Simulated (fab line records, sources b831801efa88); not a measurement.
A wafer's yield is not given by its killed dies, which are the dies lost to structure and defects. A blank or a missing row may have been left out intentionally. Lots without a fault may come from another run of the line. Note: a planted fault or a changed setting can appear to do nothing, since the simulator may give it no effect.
A lot that was struck, set against a sound lot | flow sky130 | 17 out of 708 route steps
Sound: these wafers, L721.2, L721.3, L721.5. Wafers struck: L724.1, L724.2, L724.3. The cause is given at the end.
Per side, at each step with rows, come the tool, then ch with its chambers, and then its first start. Under that, the readings that differ: sound wafers | struck wafers | difference of the means | sigmas: that difference in standard deviations of wafers without a fault.
alike: readings whose means differ by less than 2 such deviations, and words and numbers that are the same on both sides. not compared: withheld readings, readings that some wafer has no value for, bounds like >300 that may hide the same value, and numbers for which the record gives no deviation and whose values overlap.
The two part at a step that has a row with sigmas, a row that says differs or no value, or rows on one side only. Numbers that have no deviation but don't overlap get no sigmas and don't part them. Lack of a reading on every wafer of one side parts them only where that side has two or more wafers.

first, 5 steps without rows for these wafers: SKY_SD_N_COAT_02 (resist thk 1140 nm); SKY_SD_N_SOFTBAKE_03 (time 60 s); SKY_SD_N_EXPOSE_04 (exposes mask NSDM, target cd 380 nm); SKY_SD_N_PEB_05; SKY_SD_N_DEVELOP_06 (develop time 60 s).
SKY_SD_N_CD_MEAS_07 targets a cd of 380 nm.
  struck on cd sem-01, day 33 14:32; sound on cd sem-01, day 32 23:48
  alike: cd nm
SKY_SD_N_OVL_MEAS_08:
  struck on overlay-02, day 33 14:40; sound on overlay-02, day 32 23:55
  alike: SD_N_OVL
then, 2 steps without rows for these wafers: SKY_SD_N_IMPLANT_09; SKY_SD_N_IMPLANT_10.
SKY_SD_N_STRIP_11: strips in O2/N2.
  sound on plasma asher-01 ch 0,1, day 33 00:14; struck on plasma asher-02 ch 0,1, day 33 14:59
  alike: drypump motor current A, oes product au, strip time to endpoint s
  not compared: rf hours counter h
SKY_SD_N_TW_MEAS_12:
  struck on film metro-02, day 33 15:05; sound on film metro-01, day 33 00:21
  alike: SD_N_TW
then, 1 step without rows for these wafers: SKY_SD_N_CLEAN_13 (cleans in SC1/SC2, time 150 s).
SKY_SD_N_RTA_14: time 2 s.
  sound on rtp anneal-01 ch 0, day 33 00:27; struck on rtp anneal-02 ch 0, day 33 15:12
  reading            | sound                | struck               | difference | sigmas
  lamp power pct (%) | 15.74 15.76 15.82    | 15.48 15.49 15.52    | -0.28      | -5
  wafer_temp_C_max   | 1077.7 1077.2 1078.0 | 1060.8 1059.8 1060.7 | -17.2      | -16
SKY_SD_N_RS_MEAS_16: uses a four-point probe to measure.
  struck on film metro-01, day 33 15:44; sound on film metro-01, day 33 00:38
  reading          | sound             | struck            | difference | sigmas
  SD_N_RS (ohm/sq) | 68.66 68.54 68.66 | 71.50 71.35 71.45 | +2.81      | +17
  not compared: hold
SKY_SD_N_RS_MEAS_17: uses a four-point probe to measure.
  struck on film metro-01, day 33 19:03; sound on film metro-01, day 33 00:46
  reading          | sound             | struck            | difference | sigmas
  SD_P_RS (ohm/sq) | 147.0 146.8 147.1 | 163.6 163.7 163.7 | +16.7      | +35
  not compared: hold
SKY_SD_N_RS_MEAS_18: uses a four-point probe to measure.
  struck on film metro-01, day 33 22:55; sound on film metro-01, day 33 00:53
  reading | sound | struck                                                                     | difference                   | sigmas
  hold    | - - - | await dispo/3.6h/release await dispo/3.6h/release await dispo/3.6h/release | no value on the sound wafers |
  alike: RES_XHIGH_RS
-- a jump in the record: the struck wafers' starts before and after are 16 days apart (it breaks off in module SD_N and resumes in module PAD_OPEN, where the first step shown is number 708 of the route) --
SKY_PAD_OPEN_PROBE_99:
  struck on prober-02, day 49 20:27; sound on prober-01, day 49 12:41
  reading                              | sound             | struck            | difference | sigmas
  model.etest.res xhigh po.line ohm um | 5936 5733 5692    | 6302 6476 6504    | +640       |
  model.etest.res xhigh po.rs ohm sq   | 2044 2027 2010    | 2234 2262 2291    | +235       |
  model.etest.pfet_01v8.r on ohm um    | 2931 2960 2960    | 3170 3129 3144    | +197       |
  model.etest.res pdiff.line ohm um    | 1394 1366 1365    | 1518 1571 1536    | +167       |
  model.etest.res high po.line ohm um  | 777 751.9 735.7   | 822.8 849.6 836.4 | +81.4      |
  model.etest.licon high po.rc ohm     | 348.7 343.1 330.8 | 433.7 437.3 441.5 | +96.6      |
  model.etest.licon pdiff.rc ohm       | 581.2 583.6 581.6 | 622.9 620.6 621   | +39.4      |
  alike: killed_at_M0_to_M3, killed_at_M4_up, killed at contacts, killed at front end, killed at other, killed dies, killed on rim, killed open, killed short
  not compared: model.etest.tip p.rs ohm sq

## WHERE THEY PART
Last at SKY_SD_N_RS_MEAS_18 as far as this record goes, first at SKY_SD_N_RTA_14. Later steps at which nothing parts them and some readings are alike: SKY_PAD_OPEN_PROBE_99.

WHY: what the simulator had put in
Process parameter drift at SKY_SD_N_RTA_14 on rtp anneal-02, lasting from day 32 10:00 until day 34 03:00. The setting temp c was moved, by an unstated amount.
